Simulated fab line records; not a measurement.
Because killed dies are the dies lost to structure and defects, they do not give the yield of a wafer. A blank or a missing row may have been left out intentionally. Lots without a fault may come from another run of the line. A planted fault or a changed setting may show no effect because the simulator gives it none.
Code-filled problem report in 8D (eight disciplines) form -- flow gf180mcu -- the parts of the form that need people (team, actions taken, sign-off) are left out

## 1. THE PROBLEM
cathode dc power W at GF_V1_SPUTTER_22 reads a mean of 4242.7 W on 2 wafers of 2 lots; wafers without a fault read 4000.1 W with a standard deviation of 0.75. So: +99 or more standard deviations from the usual mean.
The step: material TiN, target thk 10 nm, time 40 s.
Seen first at day 21 02:11 on pvd sputter-02, wafer L529.5. The record has a number at this step for 18 wafers belonging to 6 lots. The rule behind "out" and "out of limits": a value lying over 4 standard deviations away from the usual mean. All remaining wafers that have a number are taken as sound.

## 2. WHAT IT IS, AND WHAT IT ISN'T
question,is,is not
which readings at this step,cathode dc power W,"chamber pressure pa, throttle valve pct"
which lots,"L529, L531","L525, L538, L539, L546"
which wafers of those lots,"L529.5, L531.5","L529.1, L529.2, L531.2, L531.6"
read on which tools,pvd sputter-02,pvd sputter-04
when,from day 21 02:11,"up to then (5 sound wafers); but 11 sound wafers of L531, L538, L539, L546 came after"

## 3. WHAT RULES OUT EACH SUSPECT
Counting: any tool at a process step up to the reading remains a suspect provided it ran every lot that is out. Sound lots after the first of them don't rule it out here, since some wafers of a struck lot are sound.
- plasma asher-03 at GF_V1_STRIP_18 (strips in O2/N2): kept. It ran every lot that is out, first L529 (day 21 01:33).
- pvd sputter-02 at GF_V1_SPUTTER_21 (material Ti, target thk 15 nm, time 80.02 s): kept. It ran every lot that is out, first L529 (day 21 02:08).
- pvd sputter-02 at GF_V1_SPUTTER_22 (material TiN, target thk 10 nm, time 40 s): kept. It ran every lot that is out, first L529 (day 21 02:11). Its own readings are out on those wafers: cathode dc power W.
The count leaves plasma asher-03 at GF_V1_STRIP_18, pvd sputter-02 at GF_V1_SPUTTER_21, and pvd sputter-02 at GF_V1_SPUTTER_22.

## 4. THE CAUSE (what the simulator had put in)
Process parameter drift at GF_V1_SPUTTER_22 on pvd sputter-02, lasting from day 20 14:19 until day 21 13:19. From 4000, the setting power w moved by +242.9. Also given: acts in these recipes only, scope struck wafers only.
Counting left 3 suspects, and this tool is among them.

## 5. THE EFFECT CHAIN, in route order
One row per reading whose mean, taken over the struck wafers that have a number, lies over 3 standard deviations from the usual. Only readings whose record carries a usual standard deviation are examined. hours: median over the lots of the time between each lot's start at the first step of this table that gives one and its start at this step. sigmas: the change, counted in usual standard deviations.
hours,step,reading,usual,on struck wafers,change,sigmas
0,GF_V1_SPUTTER_22,cathode dc power W,4000.1 W,4242.7,+242.6,+99 or more
It contains these process steps:
- GF_V1_SPUTTER_22: material TiN, target thk 10 nm, time 40 s.

## 6. WHAT WOULD HAVE CAUGHT IT SOONER
First out-of-limits reading in this record: day 21 02:11, which is 12 hours after fault onset at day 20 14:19.
